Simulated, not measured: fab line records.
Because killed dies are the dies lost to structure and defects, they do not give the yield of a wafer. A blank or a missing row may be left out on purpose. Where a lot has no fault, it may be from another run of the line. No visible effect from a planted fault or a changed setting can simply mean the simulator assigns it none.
Lot-split experiment :: flow gf180mcu :: 5 lots, 23 wafers read, on a route of 602 steps

## THE SPLIT
At GF_M4_SPUTTER_02 (material AlCu, target thk 450 nm, time 23.9 s), the setting power_w was moved away from the recipe's 10600 W on 9 of the 23 wafers read, by -11.8% to +3.5%. This setting was run at the recipe's value on the other wafers.

## FROM THE SPLIT TO THE READING: what the file shows between them, 5 steps
- GF_M4_SPUTTER_03: material Ti, target thk 10 nm, time 6.7 s
- GF_M4_SPUTTER_04: material TiN, target thk 50 nm, time 41.7 s
- GF_M4_RS_MEAS_05: measures by four-point-probe
- GF_M4_THK_MEAS_06: measures by xrf
- GF_M4_DEVELOP_13: develop time 60 s (also split here: dev_temp_c)

## THE READING
oes_product_au, in a.u., at GF_M4_METAL_ETCH_16 (etches the open film in Cl2/BCl3, stops on SiO2, target depth 627.5 nm, time 104.6 s). Fault-free wafers of this fab line usually give 0.971 a.u., standard deviation 0.0065 a.u.

wafer: L076.3
tool, chamber at the split: pvd_sputter-04, -
power_w as run, W: 10600
against the recipe: recipe
oes_product_au, a.u.: 0.979
against lot-mates on the recipe: -

wafer: L076.4
tool, chamber at the split: pvd_sputter-04, -
power_w as run, W: 10600
against the recipe: recipe
oes_product_au, a.u.: 0.974
against lot-mates on the recipe: -

wafer: L076.5
tool, chamber at the split: pvd_sputter-04, -
power_w as run, W: 10600
against the recipe: recipe
oes_product_au, a.u.: 0.976
against lot-mates on the recipe: -

wafer: L078.1
tool, chamber at the split: pvd_sputter-01, -
power_w as run, W: 9507
against the recipe: -10.3%
oes_product_au, a.u.: 0.916
against lot-mates on the recipe: -0.050

wafer: L078.2
tool, chamber at the split: pvd_sputter-01, -
power_w as run, W: 10600
against the recipe: recipe
oes_product_au, a.u.: 0.972
against lot-mates on the recipe: -

wafer: L078.4
tool, chamber at the split: pvd_sputter-01, -
power_w as run, W: 10600
against the recipe: recipe
oes_product_au, a.u.: 0.960
against lot-mates on the recipe: -

wafer: L078.5
tool, chamber at the split: pvd_sputter-01, -
power_w as run, W: 9507
against the recipe: -10.3%
oes_product_au, a.u.: 0.922
against lot-mates on the recipe: -0.044

wafer: L078.6
tool, chamber at the split: pvd_sputter-01, -
power_w as run, W: 10600
against the recipe: recipe
oes_product_au, a.u.: 0.966
against lot-mates on the recipe: -

wafer: L079.1
tool, chamber at the split: pvd_sputter-01, -
power_w as run, W: 9345
against the recipe: -11.8%
oes_product_au, a.u.: 0.911
against lot-mates on the recipe: -0.053

wafer: L079.2
tool, chamber at the split: pvd_sputter-01, -
power_w as run, W: 10600
against the recipe: recipe
oes_product_au, a.u.: 0.969
against lot-mates on the recipe: -

wafer: L079.3
tool, chamber at the split: pvd_sputter-01, -
power_w as run, W: 10600
against the recipe: recipe
oes_product_au, a.u.: 0.963
against lot-mates on the recipe: -

wafer: L079.5
tool, chamber at the split: pvd_sputter-01, -
power_w as run, W: 9345
against the recipe: -11.8%
oes_product_au, a.u.: 0.921
against lot-mates on the recipe: -0.043

wafer: L079.6
tool, chamber at the split: pvd_sputter-01, -
power_w as run, W: 10600
against the recipe: recipe
oes_product_au, a.u.: 0.960
against lot-mates on the recipe: -

wafer: L082.1
tool, chamber at the split: pvd_sputter-04, -
power_w as run, W: 9647
against the recipe: -9.0%
oes_product_au, a.u.: 0.937
against lot-mates on the recipe: -0.039

wafer: L082.2
tool, chamber at the split: pvd_sputter-04, -
power_w as run, W: 10600
against the recipe: recipe
oes_product_au, a.u.: 0.976
against lot-mates on the recipe: -

wafer: L082.3
tool, chamber at the split: pvd_sputter-04, -
power_w as run, W: 10600
against the recipe: recipe
oes_product_au, a.u.: 0.977
against lot-mates on the recipe: -

wafer: L082.5
tool, chamber at the split: pvd_sputter-04, -
power_w as run, W: 9647
against the recipe: -9.0%
oes_product_au, a.u.: 0.932
against lot-mates on the recipe: -0.044

wafer: L082.6
tool, chamber at the split: pvd_sputter-04, -
power_w as run, W: 9647
against the recipe: -9.0%
oes_product_au, a.u.: 0.934
against lot-mates on the recipe: -0.042

wafer: L083.1
tool, chamber at the split: pvd_sputter-01, -
power_w as run, W: 10970
against the recipe: +3.5%
oes_product_au, a.u.: 0.974
against lot-mates on the recipe: +0.005

wafer: L083.2
tool, chamber at the split: pvd_sputter-01, -
power_w as run, W: 10600
against the recipe: recipe
oes_product_au, a.u.: 0.970
against lot-mates on the recipe: -

wafer: L083.3
tool, chamber at the split: pvd_sputter-01, -
power_w as run, W: 10970
against the recipe: +3.5%
oes_product_au, a.u.: 0.991
against lot-mates on the recipe: +0.022

wafer: L083.4
tool, chamber at the split: pvd_sputter-01, -
power_w as run, W: 10600
against the recipe: recipe
oes_product_au, a.u.: 0.966
against lot-mates on the recipe: -

wafer: L083.5
tool, chamber at the split: pvd_sputter-01, -
power_w as run, W: 10600
against the recipe: recipe
oes_product_au, a.u.: 0.970
against lot-mates on the recipe: -

FIT RESULTS
A straight line over all 23 wafers: oes_product_au changes by +0.00441 a.u. for each +1% of power_w; r = +0.96; the points scatter about the line by 0.0064 a.u.
The same after taking each lot's own level away (the mean of its wafers on the recipe; 23 wafers): +0.00437 a.u. for each +1%; r = +0.98; scatter 0.0045 a.u.
Per that fit: largest power_w move, reading shift of 0.052 a.u.
The lots' own levels span 0.9640 to 0.9765 a.u., that is 1.9 times the standard deviation above.
The two slopes agree, so the slope changes little with the lot-to-lot level.
Check: with one of the wafers moved furthest among these (-11.8%) left out of the fit, the line predicts -0.0518 a.u. for it against its lot-mates. It came out at -0.053 a.u. against them.

## THESE WAFERS: OTHER SPLITS
Note: prior to the reading, these wafers also went through further splits. Each is held against what the fit with the lots' levels taken away leaves over:
other split on the same wafers: GF_V3_CVD_02 time_s
wafers away from the commonest value: 4
r with oes_product_au (lot level and that fit taken away): +0.17

other split on the same wafers: GF_V3_PEB_12 peb_temp_c
wafers away from the commonest value: 8
r with oes_product_au (lot level and that fit taken away): -0.30

other split on the same wafers: GF_V3_ETCH_16 ion_energy_ev
wafers away from the commonest value: 7
r with oes_product_au (lot level and that fit taken away): -0.20

other split on the same wafers: GF_M4_DEVELOP_13 dev_temp_c
wafers away from the commonest value: 10
r with oes_product_au (lot level and that fit taken away): -0.22

## THE WHOLE CHAIN: every reading that the file lists as answering this split, in the file's order
step: GF_M4_SPUTTER_02
what it does: material AlCu, target thk 450 nm, time 23.9 s
reading: AlCu_of_M4_SPUTTER_02.thk_nm (the simulator's own value, which no gauge read)
change (the file's fit): +4.62 nm for each +1% of the setting
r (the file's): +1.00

step: GF_M4_RS_MEAS_05
what it does: measures by four-point-probe
reading: M4_ALCU_RS
change (the file's fit): -0.00082 for each +1% of the setting
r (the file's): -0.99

step: GF_M4_THK_MEAS_06
what it does: measures by xrf
reading: M4_ALCU_THK
change (the file's fit): +4.64 for each +1% of the setting
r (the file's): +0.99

step: GF_M4_METAL_ETCH_16
what it does: etches the open film in Cl2/BCl3, stops on SiO2, target depth 627.5 nm, time 104.6 s
reading: oes_product_au
change (the file's fit): +0.00433 a.u. for each +1% of the setting
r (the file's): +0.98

## THE FILE'S OWN FIT
oes_product_au changes by +0.00433 a.u. for each +1% of power_w, r = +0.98.
